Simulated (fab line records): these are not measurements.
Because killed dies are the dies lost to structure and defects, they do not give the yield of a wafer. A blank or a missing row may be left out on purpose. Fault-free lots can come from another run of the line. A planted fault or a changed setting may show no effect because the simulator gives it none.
What tool caused it? || flow sky130 || Sampling: 11 lots, 33 wafers, 2 of 708 route steps

## WHAT THE GAUGES SHOWED, per wafer
SKY_METAL1_THK_MEAS_06: measures by xrf.
{"lot": "L301", "measured": "day 31 14:18", "on": "filmMetro-03", "METAL1_ALCU_THK (nm)": "252 254 255"}
{"lot": "L303", "measured": "day 32 08:13", "on": "filmMetro-02", "METAL1_ALCU_THK (nm)": "255 255 255"}
{"lot": "L304", "measured": "day 32 09:07", "on": "filmMetro-01", "METAL1_ALCU_THK (nm)": "252 249 244"}
{"lot": "L306", "measured": "day 33 07:30", "on": "filmMetro-01", "METAL1_ALCU_THK (nm)": "246 248 249"}
{"lot": "L307", "measured": "day 33 14:06", "on": "filmMetro-03", "METAL1_ALCU_THK (nm)": "256 257 255"}
{"lot": "L310", "measured": "day 35 04:34", "on": "filmMetro-03", "METAL1_ALCU_THK (nm)": "253 253 250"}
{"lot": "L309", "measured": "day 35 04:57", "on": "filmMetro-03", "METAL1_ALCU_THK (nm)": "246 253 250"}
{"lot": "L312", "measured": "day 35 06:56", "on": "filmMetro-02", "METAL1_ALCU_THK (nm)": "254 252 253"}
{"lot": "L314", "measured": "day 35 21:20", "on": "filmMetro-01", "METAL1_ALCU_THK (nm)": "252 251 254"}
{"lot": "L322", "measured": "day 37 22:28", "on": "filmMetro-02", "METAL1_ALCU_THK (nm)": "250 236 230"}
{"lot": "L323", "measured": "day 38 11:01", "on": "filmMetro-03", "METAL1_ALCU_THK (nm)": "229 247 255"}

## TOOL THAT RAN EACH LOT (tool first, then ch and the chambers of the sampled wafers, then the start)
{"lot": "L301", "SKY_METAL1_SPUTTER_04": "pvdSputter-03, day 31 14:08"}
{"lot": "L303", "SKY_METAL1_SPUTTER_04": "pvdSputter-03, day 32 08:02"}
{"lot": "L304", "SKY_METAL1_SPUTTER_04": "pvdSputter-01, day 32 08:57"}
{"lot": "L306", "SKY_METAL1_SPUTTER_04": "pvdSputter-04, day 33 07:19"}
{"lot": "L307", "SKY_METAL1_SPUTTER_04": "pvdSputter-03, day 33 13:55"}
{"lot": "L310", "SKY_METAL1_SPUTTER_04": "pvdSputter-03, day 35 04:23"}
{"lot": "L309", "SKY_METAL1_SPUTTER_04": "pvdSputter-04, day 35 04:47"}
{"lot": "L312", "SKY_METAL1_SPUTTER_04": "pvdSputter-01, day 35 06:45"}
{"lot": "L314", "SKY_METAL1_SPUTTER_04": "pvdSputter-03, day 35 21:10"}
{"lot": "L322", "SKY_METAL1_SPUTTER_04": "pvdSputter-04, day 37 22:18"}
{"lot": "L323", "SKY_METAL1_SPUTTER_04": "pvdSputter-04, day 38 10:51"}
- SKY_METAL1_SPUTTER_04: material TiN, target thk 70 nm, time 58.3 s.

## THE ANSWER, worked out from the rows above alone
Rule: the usual values come from the lots themselves. The widest of any qualifying gaps counts: lots, ordered by their means at a reading, are off when they make up no more than a third of the lots, leave a main group of 4 or more, and stand apart from it by 3 or more times the standard deviation of that group's means. A main group is skipped when, at the precision printed for the reading in the tables above, its means are all equal. Also off: a lot with no number at a reading for which 4 or more lots have one. Any other lot the step has rows for is counted as sound.
No lot is off at any reading shown: from this, nothing can be told.

## WHAT WAS PUT IN BY THE SIMULATOR
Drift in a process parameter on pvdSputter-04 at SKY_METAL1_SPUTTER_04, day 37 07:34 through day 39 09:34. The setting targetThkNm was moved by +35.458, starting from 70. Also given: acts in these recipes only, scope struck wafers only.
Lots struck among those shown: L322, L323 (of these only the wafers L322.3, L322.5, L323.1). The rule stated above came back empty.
